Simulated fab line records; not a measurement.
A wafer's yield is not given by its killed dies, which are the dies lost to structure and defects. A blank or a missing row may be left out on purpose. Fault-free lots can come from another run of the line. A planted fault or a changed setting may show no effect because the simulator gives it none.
Comparing a struck lot with a sound one + flow sky130 + 14 steps out of a route of 708
Sound: the wafers L984.1, L984.4, L984.5. Wafers L999.1, L999.2, L999.5 were the ones struck. The cause comes at the end.
For every step that has rows: the tool of each side, followed by ch and its chambers, followed by its first start. Under that, the readings that differ: sound wafers + struck wafers + difference of the means + sigmas: that difference in standard deviations of wafers without a fault.
alike: a reading whose means differ by less than 2 such deviations, as well as words and numbers matching on both sides. not compared: withheld readings; readings where some wafer has no value; bounds like >300 that might hide an equal value; numbers whose values overlap and for which the record gives no deviation.
Wherever a step has rows on one side only, a row that says differs or no value, or a row with sigmas, the two part there. Non-overlapping numbers with no deviation appear without sigmas and do not part them. A reading that every wafer of one side lacks parts them only if that side has two wafers or more.

first, 4 steps without rows for these wafers: SKY_VT_ADJUST_PCH_SOFTBAKE_03; SKY_VT_ADJUST_PCH_EXPOSE_04 (exposes mask NWM, target cd 840 nm); SKY_VT_ADJUST_PCH_PEB_05; SKY_VT_ADJUST_PCH_DEVELOP_06 (develop time 60 s).
SKY_VT_ADJUST_PCH_OVL_MEAS_07:
  struck on overlay-02, day 17 10:25; sound on overlay-02, day 12 08:40
  alike: VT_ADJUST_PCH_OVL
then, 1 step without rows for these wafers: SKY_VT_ADJUST_PCH_IMPLANT_08.
SKY_VT_ADJUST_PCH_STRIP_09: strips in O2/N2.
  sound on plasma asher-04 ch 0,1, day 12 08:50; struck on plasma asher-03 ch 0,1, day 17 10:35
  alike: drypump motor current A, oes product au, strip time to endpoint s
  not compared: rf hours counter h
SKY_VT_ADJUST_PCH_TW_MEAS_10:
  struck on film metro-02, day 17 10:41; sound on film metro-04, day 12 08:56
  alike: VT_ADJUST_PCH_TW
then, 4 steps without rows for these wafers: SKY_SONOS_TUNNEL_DEHYDRATE_00 (time 60 s); SKY_SONOS_TUNNEL_HMDS_01 (prime time 60 s); SKY_SONOS_TUNNEL_COAT_02 (resist thk 1140 nm); SKY_SONOS_TUNNEL_SOFTBAKE_03 (time 60 s).
SKY_SONOS_TUNNEL_EXPOSE_04: exposes mask TUNM, target cd 410 nm.
  sound on iline stepper-01 ch 0, day 12 21:52; struck on iline stepper-01, day 18 01:49
  no value came back on the struck wafers for exposure dose mJ cm2, focus offset nm (nm), na; on the sound wafers exposure dose mJ cm2 reads 136.0 136.0 135.8
  alike: mask
then, 1 step without rows for these wafers: SKY_SONOS_TUNNEL_PEB_05.

== WHERE THEY PART ==
Only at SKY_SONOS_TUNNEL_EXPOSE_04, within this record.

WHY: what had been put in by the simulator
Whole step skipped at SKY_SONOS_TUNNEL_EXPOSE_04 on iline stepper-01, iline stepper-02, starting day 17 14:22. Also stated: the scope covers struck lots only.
